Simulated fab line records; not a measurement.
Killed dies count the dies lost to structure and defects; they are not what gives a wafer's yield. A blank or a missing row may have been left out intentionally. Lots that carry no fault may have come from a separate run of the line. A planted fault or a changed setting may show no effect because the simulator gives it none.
8D (eight disciplines) problem report, filled in by code    flow gf180mcu    the parts of the form that need people (team, actions taken, sign-off) are left out

== 1. THE ISSUE ==
Mean of cdNm at GF_M3_CD_MEAS_14: 266.4 nm across 6 wafers in 2 lots; on wafers with no fault it is 280.0 nm (standard deviation 1.1). That puts it -12 standard deviations away from the usual mean.
The step: target cd 280 nm.
Seen first at day 26 23:32 on cdSem-01, wafer L385.1. The record holds 39 wafers of 13 lots with a number at this step. By rule, "out" or "out of limits" means more than 4 standard deviations away from the usual mean. All remaining wafers that have a number are taken as sound.

== 2. WHAT IT IS; WHAT IT IS NOT ==
question                     is                      is not
which readings at this step  cdNm                    -
which lots                   L385, L386              L369, L370, L371, L372, L374, L377, L378, L379, L383, L384, L390
which wafers of those lots   all that have a number  -
read on which gauges         cdSem-01                cdSem-02
when                         from day 26 23:32       up to then (30 sound wafers); but 3 sound wafers of L390 came after

== 3. WHAT RULES OUT EACH SUSPECT ==
Counting: a tool at a process step up to the reading stays a suspect if it ran every lot that is out and no sound lot after the first of them.
- the gauge at GF_M3_CD_MEAS_14: kept. All the wafers that are out were read on cdSem-01, and no step on other tools shows them out.
- krfScanner-02 at GF_M3_EXPOSE_11 (exposes mask Metal3, target cd 280 nm): kept. It processed each lot that is out, first L385 at day 26 13:40, and no sound lot thereafter; up to then, the last sound lot it processed was L384 at day 26 07:59.
Remaining after the count are krfScanner-02 at GF_M3_EXPOSE_11 and cdSem-01 at GF_M3_CD_MEAS_14.

== 4. THE CAUSE (what the simulator had put in) ==
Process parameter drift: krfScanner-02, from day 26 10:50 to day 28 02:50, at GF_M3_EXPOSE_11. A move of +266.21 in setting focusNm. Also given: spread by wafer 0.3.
2 suspects survive the count, and this tool is in that group.

== 5. THE EFFECT CHAIN, in route order ==
One row per reading whose mean, taken over the struck wafers that have a number, lies over 3 standard deviations from the usual. Only readings whose record carries a usual standard deviation are examined. hours: median over the lots of the time between each lot's start at the first step of this table that gives one and its start at this step. sigmas: the change, counted in usual standard deviations.
hours  step              reading  usual     on struck wafers  change  sigmas
0      GF_M3_CD_MEAS_14  cdNm     280.0 nm  266.4             -13.6   -12
At these later measuring or inspecting steps, every struck wafer for which the step has a row has a number for every such reading, and none has moved that far: GF_M3_OVL_MEAS_15.

== 6. HOW IT WOULD HAVE BEEN CAUGHT EARLIER ==
The first out-of-limits reading at a measuring or inspecting step in this record came at day 26 23:32, 13 hours after the fault's start at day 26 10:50.
Each of the lots that are out, 2 in all, had begun GF_M3_EXPOSE_11 on krfScanner-02 no later than day 26 23:32. Had the tool been put on hold then, not one of them would have been saved.
